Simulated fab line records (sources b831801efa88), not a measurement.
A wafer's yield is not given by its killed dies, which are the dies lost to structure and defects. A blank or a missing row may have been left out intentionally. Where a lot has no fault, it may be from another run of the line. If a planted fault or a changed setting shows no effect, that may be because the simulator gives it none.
Problem report, 8D (eight disciplines) form, completed by code / flow gf180mcu / the parts of the form that need people (team, actions taken, sign-off) are left out

## 1. WHAT IS WRONG
Across 6 wafers from 2 lots, M3_ALCU_THK at GF_M3_THK_MEAS_06 averages 475 nm, while fault-free wafers read 446 nm with a standard deviation of 5.1. Measured from the usual mean, that is +5.7 standard deviations.
The step: measures by xrf.
Earliest sighting: wafer L300.2 on film-metro-01 at day 26 21:47. At this step, 36 wafers from 12 lots have a number in the record. The rule behind "out" and "out of limits": a value lying over 4 standard deviations away from the usual mean. All remaining wafers that have a number are taken as sound.

## 2. WHAT IT IS, AND WHAT IT ISN'T
question=which readings at this step | is=M3_ALCU_THK | is not=-
question=which lots | is=L300, L301 | is not=L281, L283, L285, L286, L289, L291, L293, L294, L302, L303
question=which wafers of those lots | is=all that have a number | is not=-
question=read on which gauges | is=film-metro-01, film-metro-03 | is not=film-metro-04
question=when | is=from day 26 21:47 | is not=up to then (24 sound wafers); but 6 sound wafers of L302, L303 came after

## 3. SUSPECTS, AND WHAT RULES EACH OUT
Counting: a tool at any process step up to the reading remains a suspect when it ran all the lots that are out and ran no sound lot after the first of those.
- the gauge at GF_M3_THK_MEAS_06 has been ruled out. 2 gauges (film-metro-01, film-metro-03) read the wafers that are out.
- litho-track-02 at GF_V2_SOFTBAKE_10 (time 62.23 s): kept. It ran every lot that is out, first L300 (day 26 21:37), and no sound lot after that; its last sound lot up to then is L289 (day 23 10:35). With no start given for some of its lots, GF_V2_SOFTBAKE_10 uses the hours and lot order of GF_M3_SPUTTER_04.
- pvd-sputter-04 at GF_M3_SPUTTER_04 (material TiN, target thk 50 nm, time 41.7 s): kept. It ran every lot that is out, first L300 (day 26 21:37), and no sound lot after that; its last sound lot up to then is L294 (day 25 00:59).
After counting, litho-track-02 at GF_V2_SOFTBAKE_10 and pvd-sputter-04 at GF_M3_SPUTTER_04 remain.

## 4. THE CAUSE (what the simulator had put in)
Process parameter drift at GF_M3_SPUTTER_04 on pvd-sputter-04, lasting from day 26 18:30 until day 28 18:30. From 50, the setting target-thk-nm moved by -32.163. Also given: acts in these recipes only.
This tool is one of the 2 suspects left after counting.

## 5. THE EFFECT CHAIN, in route order
One row per reading whose mean, taken over the struck wafers that have a number, lies over 3 standard deviations from the usual. Only readings whose record carries a usual standard deviation are examined. hours: median over the lots of the time between each lot's start at the first step of this table that gives one and its start at this step. sigmas: the change, counted in usual standard deviations.
hours=0; step=GF_M3_THK_MEAS_06; reading=M3_ALCU_THK; usual=446 nm; on struck wafers=475; change=+29; sigmas=+5.7
Later steps that measure or inspect, where all struck wafers having a row at the step show a number for every such reading and not one has moved that far: GF_V3_THK_MEAS_01.

## 6. HOW IT WOULD HAVE BEEN CAUGHT EARLIER
3 hours passed between the start of the fault at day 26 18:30 and the first reading out of limits at a measuring or inspecting step in this record, taken at day 26 21:47.
Tool readings at GF_M3_SPUTTER_04 with a usual standard deviation given in the record: none out on any struck wafer, hence no alarm at a limit of 4 standard deviations on them.
Among the 2 lots that are out, L301 began GF_M3_SPUTTER_04 on pvd-sputter-04 after day 26 21:47. Had the tool been put on hold then, it would have been spared.
